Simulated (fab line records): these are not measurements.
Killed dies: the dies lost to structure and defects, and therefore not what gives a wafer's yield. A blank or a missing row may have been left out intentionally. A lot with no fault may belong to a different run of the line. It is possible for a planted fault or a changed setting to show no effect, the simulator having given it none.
A sampling plan put to the test -- flow gf180mcu -- each of the 14 faults these records tell of, on one fab line, judged from the records of the lots it struck
What counts as the plan is the set of the line's own looks, namely the steps on the route at which a gauge or an inspection reads a wafer and does not change it. Where struck wafers have a number at a look and the file lists that look's usual mean and standard deviation on fault-free wafers, the look can be judged. Caught: the struck wafers' mean, at a look after the fault's first step, is 4 or more of those standard deviations (sigma) away from the usual mean. On the tool: the same test on the tool's own readings at the fault's steps. It also counts as caught if the struck wafers ran another recipe or if their record alone is blank.

THE FAULTS, as the simulator had put them in
1. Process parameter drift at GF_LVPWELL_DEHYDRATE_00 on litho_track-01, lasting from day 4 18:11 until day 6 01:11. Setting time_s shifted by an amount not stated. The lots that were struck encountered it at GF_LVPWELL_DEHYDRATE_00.
2. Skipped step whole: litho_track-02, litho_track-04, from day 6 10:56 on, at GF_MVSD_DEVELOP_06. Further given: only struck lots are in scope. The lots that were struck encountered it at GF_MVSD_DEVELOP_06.
3. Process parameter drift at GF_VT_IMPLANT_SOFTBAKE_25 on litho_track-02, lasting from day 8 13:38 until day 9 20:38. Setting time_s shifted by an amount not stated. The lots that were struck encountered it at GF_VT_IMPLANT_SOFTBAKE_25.
4. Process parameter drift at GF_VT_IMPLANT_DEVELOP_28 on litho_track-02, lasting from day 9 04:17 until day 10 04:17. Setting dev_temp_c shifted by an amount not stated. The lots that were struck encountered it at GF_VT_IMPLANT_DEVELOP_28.
5. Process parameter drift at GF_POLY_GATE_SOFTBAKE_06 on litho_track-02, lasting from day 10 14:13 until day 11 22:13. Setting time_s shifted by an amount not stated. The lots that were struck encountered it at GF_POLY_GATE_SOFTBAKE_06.
6. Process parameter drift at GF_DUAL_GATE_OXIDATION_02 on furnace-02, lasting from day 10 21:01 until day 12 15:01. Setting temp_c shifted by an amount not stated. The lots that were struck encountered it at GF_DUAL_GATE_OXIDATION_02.
7. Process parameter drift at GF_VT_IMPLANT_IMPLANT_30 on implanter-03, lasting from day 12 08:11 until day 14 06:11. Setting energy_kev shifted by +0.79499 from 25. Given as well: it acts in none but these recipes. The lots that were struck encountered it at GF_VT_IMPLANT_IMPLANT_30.
8. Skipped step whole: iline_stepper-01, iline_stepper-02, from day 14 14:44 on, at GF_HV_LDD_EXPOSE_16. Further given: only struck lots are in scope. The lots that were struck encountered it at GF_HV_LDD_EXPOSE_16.
9. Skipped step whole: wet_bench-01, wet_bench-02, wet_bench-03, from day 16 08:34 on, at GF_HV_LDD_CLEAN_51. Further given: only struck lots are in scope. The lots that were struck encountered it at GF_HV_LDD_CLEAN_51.
10. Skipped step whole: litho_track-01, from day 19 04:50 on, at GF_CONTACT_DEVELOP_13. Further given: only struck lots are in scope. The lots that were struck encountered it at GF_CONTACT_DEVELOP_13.
11. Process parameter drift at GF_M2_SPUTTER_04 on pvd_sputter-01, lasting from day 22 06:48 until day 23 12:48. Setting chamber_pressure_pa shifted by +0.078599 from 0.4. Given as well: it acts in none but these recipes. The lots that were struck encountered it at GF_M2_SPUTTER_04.
12. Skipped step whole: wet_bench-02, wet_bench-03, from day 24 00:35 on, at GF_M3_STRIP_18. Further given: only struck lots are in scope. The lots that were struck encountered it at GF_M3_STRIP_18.
13. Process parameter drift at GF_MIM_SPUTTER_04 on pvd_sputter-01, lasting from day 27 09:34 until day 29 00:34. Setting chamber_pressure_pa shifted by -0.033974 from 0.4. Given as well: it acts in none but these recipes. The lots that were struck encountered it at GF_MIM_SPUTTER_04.
14. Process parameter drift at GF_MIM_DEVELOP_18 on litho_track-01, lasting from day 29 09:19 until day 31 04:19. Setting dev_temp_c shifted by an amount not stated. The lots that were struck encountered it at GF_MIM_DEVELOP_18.

WHAT THE PLAN SAW
fault,on the tool itself,first look that catches it,"reading, sigma",median hours from its first step to that look,hours from the fault's start to the first struck lot there,judged looks passed uncaught
1,run_length_s +47 sigma,no look after it can be judged,-,-,-,0
2,the tool's record is blank for the struck wafers,none of the 2 looks that can be judged after it,-,-,-,2
3,run_length_s -47 sigma,not the one look that can be judged after it,-,-,-,1
4,developer_temp_C -9.3 sigma,no look after it can be judged,-,-,-,0
5,run_length_s +65 sigma,no look after it can be judged,-,-,-,0
6,tube_center_temp_C -45 sigma,not the one look that can be judged after it,-,-,-,1
7,beam_energy_keV +99 or beyond sigma,not the one look that can be judged after it,-,-,-,1
8,no reading that can be judged,no look after it can be judged,-,-,-,0
9,the tool's record is blank for the struck wafers,none of the 2 looks that can be judged after it,-,-,-,2
10,the tool's record is blank for the struck wafers,no look after it can be judged,-,-,-,0
11,chamber_pressure_pa +95 sigma,not the one look that can be judged after it,-,-,-,1
12,the tool's record is blank for the struck wafers,no look after it can be judged,-,-,-,0
13,chamber_pressure_pa -38 sigma,no look after it can be judged,-,-,-,0
14,developer_temp_C +9.5 sigma,no look after it can be judged,-,-,-,0
A dash: the fault is not caught, or the number is missing from these records.

Caught at a look: 0 of 14. Caught on the tool: 13 of 14. By one or the other: 13 of 14.
On the tool alone, faults 1, 2, 3, 4, 5, 6, 7, 9, 10, 11, 12, 13, 14 were caught.
Caught by neither: fault 8.
